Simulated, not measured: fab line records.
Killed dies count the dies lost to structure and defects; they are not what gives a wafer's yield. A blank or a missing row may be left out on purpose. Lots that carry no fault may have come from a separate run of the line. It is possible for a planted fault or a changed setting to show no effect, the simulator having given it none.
Which tool was responsible? || flow gf180mcu || 36 wafers from 12 lots sampled at 6 of the route's 602 steps

== WHAT THE GAUGES READ, wafer by wafer ==
GF_M2_OVL_MEAS_15.
{"lot": "L492", "measured": "day 19 02:56", "on": "overlay-02", "M2_OVL (nm)": "-2 0 7"}
{"lot": "L493", "measured": "day 19 14:56", "on": "overlay-01", "M2_OVL (nm)": "6 1 5"}
{"lot": "L495", "measured": "day 20 07:32", "on": "overlay-01", "M2_OVL (nm)": "-2 2 2"}
{"lot": "L497", "measured": "day 21 03:11", "on": "overlay-01", "M2_OVL (nm)": "-2 2 0"}
{"lot": "L499", "measured": "day 22 12:11", "on": "overlay-01", "M2_OVL (nm)": "2 -2 6"}
{"lot": "L500", "measured": "day 22 14:36", "on": "overlay-02", "M2_OVL (nm)": "-2 5 4"}
{"lot": "L508", "measured": "day 24 23:51", "on": "overlay-02", "M2_OVL (nm)": "-5 -9 1"}
{"lot": "L509", "measured": "day 25 07:47", "on": "overlay-02", "M2_OVL (nm)": "2 7 1"}
{"lot": "L510", "measured": "day 25 14:40", "on": "overlay-02", "M2_OVL (nm)": "7 -4 0"}
{"lot": "L511", "measured": "day 25 21:17", "on": "overlay-01", "M2_OVL (nm)": "9 9 3"}
{"lot": "L514", "measured": "day 26 19:26", "on": "overlay-02", "M2_OVL (nm)": "1 0 9"}
{"lot": "L515", "measured": "day 27 04:00", "on": "overlay-02", "M2_OVL (nm)": "-3 -1 -2"}

GF_V3_RS_MEAS_24: measures by four-point-probe.
{"lot": "L492", "measured": "day 22 08:58", "on": "film metro-04", "V3_W_RS (ohm/sq)": "0.330 0.333 0.326"}
{"lot": "L493", "measured": "day 22 19:24", "on": "film metro-04", "V3_W_RS (ohm/sq)": "0.336 0.329 0.331"}
{"lot": "L495", "measured": "day 23 11:58", "on": "film metro-01", "V3_W_RS (ohm/sq)": "0.323 0.320 0.321"}
{"lot": "L497", "measured": "day 24 04:46", "on": "film metro-02", "V3_W_RS (ohm/sq)": "0.337 0.331 0.337"}
{"lot": "L499", "measured": "day 25 12:51", "on": "film metro-02", "V3_W_RS (ohm/sq)": "0.325 0.320 0.323"}
{"lot": "L500", "measured": "day 25 14:32", "on": "film metro-01", "V3_W_RS (ohm/sq)": "0.320 0.316 0.317"}
{"lot": "L508", "measured": "day 27 19:47", "on": "film metro-01", "V3_W_RS (ohm/sq)": "0.333 0.327 0.326"}
{"lot": "L509", "measured": "day 28 02:38", "on": "film metro-04", "V3_W_RS (ohm/sq)": "43.677 43.692 42.886"}
{"lot": "L510", "measured": "day 28 10:19", "on": "film metro-04", "V3_W_RS (ohm/sq)": "43.816 44.110 44.161"}
{"lot": "L511", "measured": "day 28 15:04", "on": "film metro-02", "V3_W_RS (ohm/sq)": "43.987 44.301 44.453"}
{"lot": "L514", "measured": "day 29 11:48", "on": "film metro-04", "V3_W_RS (ohm/sq)": "0.329 0.330 0.330"}
{"lot": "L515", "measured": "day 29 19:04", "on": "film metro-01", "V3_W_RS (ohm/sq)": "0.331 0.329 0.328"}

GF_V3_THK_MEAS_25: measures by xrf.
{"lot": "L492", "measured": "day 22 09:05", "on": "film metro-04", "V3_W_THK (nm)": "351 350 359"}
{"lot": "L493", "measured": "day 22 19:31", "on": "film metro-04", "V3_W_THK (nm)": "346 356 351"}
{"lot": "L495", "measured": "day 23 12:04", "on": "film metro-01", "V3_W_THK (nm)": "362 368 365"}
{"lot": "L497", "measured": "day 24 04:53", "on": "film metro-02", "V3_W_THK (nm)": "344 351 343"}
{"lot": "L499", "measured": "day 25 12:58", "on": "film metro-02", "V3_W_THK (nm)": "361 367 365"}
{"lot": "L500", "measured": "day 25 14:40", "on": "film metro-01", "V3_W_THK (nm)": "365 370 369"}
{"lot": "L508", "measured": "day 27 19:55", "on": "film metro-01", "V3_W_THK (nm)": "351 355 357"}
{"lot": "L509", "measured": "day 28 02:44", "on": "film metro-04", "V3_W_THK (nm)": "- <0 -"}
{"lot": "L510", "measured": "day 28 10:26", "on": "film metro-04", "V3_W_THK (nm)": "<0 - -"}
{"lot": "L511", "measured": "day 28 15:11", "on": "film metro-02", "V3_W_THK (nm)": "<0 <0 <0"}
{"lot": "L514", "measured": "day 29 11:55", "on": "film metro-04", "V3_W_THK (nm)": "357 357 354"}
{"lot": "L515", "measured": "day 29 19:11", "on": "film metro-01", "V3_W_THK (nm)": "354 354 352"}

GF_M4_CD_MEAS_14 targets a cd of 280 nm.
{"lot": "L492", "measured": "day 23 07:59", "on": "cd sem-01", "cd nm (nm)": "279.2 279.6 279.2"}
{"lot": "L493", "measured": "day 23 18:19", "on": "cd sem-01", "cd nm (nm)": "279.6 279.0 279.2"}
{"lot": "L495", "measured": "day 24 10:44", "on": "cd sem-02", "cd nm (nm)": "278.5 278.2 278.2"}
{"lot": "L497", "measured": "day 25 03:22", "on": "cd sem-01", "cd nm (nm)": "278.5 280.7 280.8"}
{"lot": "L499", "measured": "day 26 10:04", "on": "cd sem-01", "cd nm (nm)": "280.1 280.5 280.8"}
{"lot": "L500", "measured": "day 26 12:07", "on": "cd sem-01", "cd nm (nm)": "280.4 280.7 280.7"}
{"lot": "L508", "measured": "day 28 16:22", "on": "cd sem-02", "cd nm (nm)": "279.6 279.4 278.8"}
{"lot": "L514", "measured": "day 30 06:42", "on": "cd sem-01", "cd nm (nm)": "282.3 281.4 282.3"}
{"lot": "L515", "measured": "day 30 13:46", "on": "cd sem-02", "cd nm (nm)": "280.9 278.2 279.7"}

== EACH LOT AND THE TOOL THAT RAN IT (in order: tool; ch and the chambers of the sampled wafers; start) ==
{"lot": "L492", "GF_M2_STRIP_17": "plasma asher-04 ch 0,1, day 19 03:06", "GF_V3_CVD_23": "cvd w-01 ch 0,1, day 22 08:50"}
{"lot": "L493", "GF_M2_STRIP_17": "plasma asher-03 ch 0,1, day 19 15:06", "GF_V3_CVD_23": "cvd w-01 ch 0,1, day 22 19:17"}
{"lot": "L495", "GF_M2_STRIP_17": "plasma asher-01 ch 0,1, day 20 07:42", "GF_V3_CVD_23": "cvd w-02 ch 0,1, day 23 11:49"}
{"lot": "L497", "GF_M2_STRIP_17": "plasma asher-01 ch 0,1, day 21 03:21", "GF_V3_CVD_23": "cvd w-01 ch 0,1, day 24 04:39"}
{"lot": "L499", "GF_M2_STRIP_17": "plasma asher-01 ch 0,1, day 22 12:29", "GF_V3_CVD_23": "cvd w-02 ch 0,1, day 25 12:44"}
{"lot": "L500", "GF_M2_STRIP_17": "plasma asher-03 ch 0,1, day 22 14:54", "GF_V3_CVD_23": "cvd w-02 ch 0,1, day 25 14:26"}
{"lot": "L508", "GF_M2_STRIP_17": "plasma asher-01 ch 0,1, day 25 00:01", "GF_V3_CVD_23": "cvd w-01 ch 0,1, day 27 19:41"}
{"lot": "L509", "GF_M2_STRIP_17": "plasma asher-03 ch 0,1, day 25 07:57", "GF_V3_CVD_23": "cvd w-02 ch 0,1, day 28 02:30"}
{"lot": "L510", "GF_M2_STRIP_17": "plasma asher-04 ch 0,1, day 25 14:49", "GF_V3_CVD_23": "cvd w-02 ch 0,1, day 28 10:11"}
{"lot": "L511", "GF_M2_STRIP_17": "plasma asher-03 ch 0,1, day 25 21:27", "GF_V3_CVD_23": "cvd w-01 ch 0,1, day 28 14:56"}
{"lot": "L514", "GF_M2_STRIP_17": "plasma asher-01 ch 0,1, day 26 19:35", "GF_V3_CVD_23": "cvd w-01 ch 0,1, day 29 11:40"}
{"lot": "L515", "GF_M2_STRIP_17": "plasma asher-01 ch 0,1, day 27 04:10", "GF_V3_CVD_23": "cvd w-01 ch 0,1, day 29 18:57"}
- GF_M2_STRIP_17: strips in O2/N2.
- GF_V3_CVD_23: deposits W, target thk 350 nm, time 104.9 s.

== AS READ BY THE TOOLS THEMSELVES (means over the sampled wafers that have a number; for cases with no such wafer, the mark the record gives instead) ==
GF_M2_STRIP_17.
{"lot": "L492", "tool": "plasma asher-04", "drypump motor current A (A)": 5.9, "heater power w (W)": 348, "oes product au (a.u.)": 0.541, "strip time to endpoint s (s)": 7.37}
{"lot": "L493", "tool": "plasma asher-03", "drypump motor current A (A)": 5.6, "heater power w (W)": 357, "oes product au (a.u.)": 0.537, "strip time to endpoint s (s)": 7.35}
{"lot": "L495", "tool": "plasma asher-01", "drypump motor current A (A)": 5.5, "heater power w (W)": 317, "oes product au (a.u.)": 0.540, "strip time to endpoint s (s)": 7.38}
{"lot": "L497", "tool": "plasma asher-01", "drypump motor current A (A)": 5.3, "heater power w (W)": 304, "oes product au (a.u.)": 0.542, "strip time to endpoint s (s)": 7.38}
{"lot": "L499", "tool": "plasma asher-01", "drypump motor current A (A)": 5.3, "heater power w (W)": 298, "oes product au (a.u.)": 0.536, "strip time to endpoint s (s)": 7.42}
{"lot": "L500", "tool": "plasma asher-03", "drypump motor current A (A)": 5.6, "heater power w (W)": 363, "oes product au (a.u.)": 0.531, "strip time to endpoint s (s)": 7.31}
{"lot": "L508", "tool": "plasma asher-01", "drypump motor current A (A)": 5.3, "heater power w (W)": 297, "oes product au (a.u.)": 0.538, "strip time to endpoint s (s)": 7.44}
{"lot": "L509", "tool": "plasma asher-03", "drypump motor current A (A)": 5.5, "heater power w (W)": 356, "oes product au (a.u.)": 0.539, "strip time to endpoint s (s)": 7.41}
{"lot": "L510", "tool": "plasma asher-04", "drypump motor current A (A)": 6.1, "heater power w (W)": 366, "oes product au (a.u.)": 0.538, "strip time to endpoint s (s)": 7.31}
{"lot": "L511", "tool": "plasma asher-03", "drypump motor current A (A)": 5.6, "heater power w (W)": 359, "oes product au (a.u.)": 0.541, "strip time to endpoint s (s)": 7.35}
{"lot": "L514", "tool": "plasma asher-01", "drypump motor current A (A)": 5.5, "heater power w (W)": 318, "oes product au (a.u.)": 0.534, "strip time to endpoint s (s)": 7.25}
{"lot": "L515", "tool": "plasma asher-01", "drypump motor current A (A)": 5.3, "heater power w (W)": 299, "oes product au (a.u.)": 0.531, "strip time to endpoint s (s)": 7.20}

GF_V3_CVD_23.
{"lot": "L492", "tool": "cvd w-01", "chamber pressure Torr (Torr)": 40.07, "heater power outer w (W)": 500, "heater power w (W)": 770}
{"lot": "L493", "tool": "cvd w-01", "chamber pressure Torr (Torr)": 39.99, "heater power outer w (W)": 504, "heater power w (W)": 768}
{"lot": "L495", "tool": "cvd w-02", "chamber pressure Torr (Torr)": 40.00, "heater power outer w (W)": 532, "heater power w (W)": 881}
{"lot": "L497", "tool": "cvd w-01", "chamber pressure Torr (Torr)": 40.06, "heater power outer w (W)": 453, "heater power w (W)": 723}
{"lot": "L499", "tool": "cvd w-02", "chamber pressure Torr (Torr)": 39.90, "heater power outer w (W)": 597, "heater power w (W)": 976}
{"lot": "L500", "tool": "cvd w-02", "chamber pressure Torr (Torr)": 40.06, "heater power outer w (W)": 531, "heater power w (W)": 873}
{"lot": "L508", "tool": "cvd w-01", "chamber pressure Torr (Torr)": 39.94, "heater power outer w (W)": 510, "heater power w (W)": 777}
{"lot": "L509", "tool": "cvd w-02", "chamber pressure Torr (Torr)": "-", "heater power outer w (W)": "-", "heater power w (W)": "-"}
{"lot": "L510", "tool": "cvd w-02", "chamber pressure Torr (Torr)": "-", "heater power outer w (W)": "-", "heater power w (W)": "-"}
{"lot": "L511", "tool": "cvd w-01", "chamber pressure Torr (Torr)": "-", "heater power outer w (W)": "-", "heater power w (W)": "-"}
{"lot": "L514", "tool": "cvd w-01", "chamber pressure Torr (Torr)": 40.01, "heater power outer w (W)": 456, "heater power w (W)": 730}
{"lot": "L515", "tool": "cvd w-01", "chamber pressure Torr (Torr)": 40.07, "heater power outer w (W)": 459, "heater power w (W)": 735}

== THE ANSWER, worked out from the rows above alone ==
Rule: the usual values come from the lots themselves. The widest of any qualifying gaps counts: lots, ordered by their means at a reading, are off when they make up no more than a third of the lots, leave a main group of 4 or more, and stand apart from it by 3 or more times the standard deviation of that group's means. If all means in a main group match to the digits the tables above print for the reading, that group is not used. Also off: a lot with no number at a reading for which 4 or more lots have one. Where the step has rows for the other lots, those lots are counted as sound. Order of review: gauges by route order, followed by the tools' own readings, for which a lot's mean as printed above is used. The first step at which some lot is off is used, and at that step the reading that is off furthest; a lot without a number counts as furthest.
Off: L509, L510, L511, at GF_V3_RS_MEAS_24 (V3_W_RS). Mean 0.327 ohm/sq and standard deviation 0.0053 in the main group.
A tool fits if, at a process step before that reading, it ran every lot that is off, and no sound lot after the first of them. The gauges at GF_V3_RS_MEAS_24 aren't tried: what is off there is off at GF_V3_CVD_23 too, on other tools, and a gauge's error can't cause that. No candidate that was tried fits.

== WHAT THE SIMULATOR PUT IN ==
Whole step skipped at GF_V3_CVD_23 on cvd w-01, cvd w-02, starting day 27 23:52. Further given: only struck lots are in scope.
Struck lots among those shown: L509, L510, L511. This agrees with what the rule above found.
